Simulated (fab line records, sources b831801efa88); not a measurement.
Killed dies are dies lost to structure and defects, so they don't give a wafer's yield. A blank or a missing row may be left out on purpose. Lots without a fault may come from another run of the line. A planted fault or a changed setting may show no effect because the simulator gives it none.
Chamber matching | flow gf180mcu | GF_V3_CMP_26 on cmp-01: 4 sister chambers
The step polishes, stops on SiO2, t overpolish 15 s, target thk 0 nm. 14 wafers are shown with their chamber, then 7 later ones without.

WAFERS WITH THEIR CHAMBER
wafer  | chamber | motor_current_A (A) | time_to_endpoint_s (s) | overpolish_run_s (s)
L303.3 | 1       | 9.4                 | 89                     | 15.002
L303.5 | 1       | 9.0                 | 95                     | 15.008
L303.6 | 2       | 10.5                | 84                     | 15.013
L304.1 | 2       | 10.1                | 83                     | 14.996
L304.2 | 0       | 10.6                | 83                     | 15.005
L304.6 | 0       | 10.7                | 80                     | 15.000
L307.1 | 2       | 10.8                | 85                     | 15.002
L307.5 | 1       | 9.5                 | 91                     | 15.006
L307.6 | 0       | 10.3                | 84                     | 15.004
L306.1 | 2       | 10.7                | 84                     | 15.006
L306.2 | 3       | 11.5                | 89                     | 14.995
L306.5 | 3       | 11.5                | 86                     | 15.000
L308.2 | 3       | 12.3                | 87                     | 15.005
L308.3 | 1       | 9.6                 | 92                     | 15.007

SIGNATURES (means of the wafers above)
reading            | chamber 0 | chamber 1 | chamber 2 | chamber 3 | scatter within a chamber
motor_current_A    | 10.533    | 9.375     | 10.525    | 11.767    | 0.318
time_to_endpoint_s | 82.33     | 91.75     | 84.00     | 87.33     | 1.85
overpolish_run_s   | 15.00300  | 15.00575  | 15.00425  | 15.00000  | 0.00487
Rule: a wafer's distance from a chamber is the root of the sum, over the readings, of the square of ((its reading less the chamber's mean) divided by the reading's scatter). The wafer belongs to the nearest chamber; if the next one is less than 2 further off, it can't be placed. The scatter: the root of (the sum of the squares of (reading less its chamber's mean) over the shown wafers, divided by (wafers less chambers)).

WAFERS WITHOUT THEIR CHAMBER
wafer  | motor_current_A (A) | time_to_endpoint_s (s) | overpolish_run_s (s)
L308.4 | 11.2                | 85                     | 14.998
L314.3 | 11.5                | 81                     | 14.991
L314.4 | 10.5                | 77                     | 15.001
L314.5 | 10.7                | 79                     | 15.013
L323.3 | 12.0                | 85                     | 14.996
L323.4 | 9.3                 | 95                     | 15.000
L323.6 | 10.5                | 84                     | 15.002

WHICH CHAMBER EACH WENT THROUGH
wafer  | from the rows above          | in truth
L308.4 | can't be placed: 3 or 2 or 0 | 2
L314.3 | can't be placed: 0 or 3 or 2 | 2
L314.4 | can't be placed: 0 or 2      | 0
L314.5 | can't be placed: 0 or 2      | 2
L323.3 | 3                            | 3
L323.4 | 1                            | 1
L323.6 | can't be placed: 2 or 0      | 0
Placed correctly: 2 of 7. Can't be placed from these rows: 5 (the true chamber is among the candidates in 5). Placed wrongly: 0.
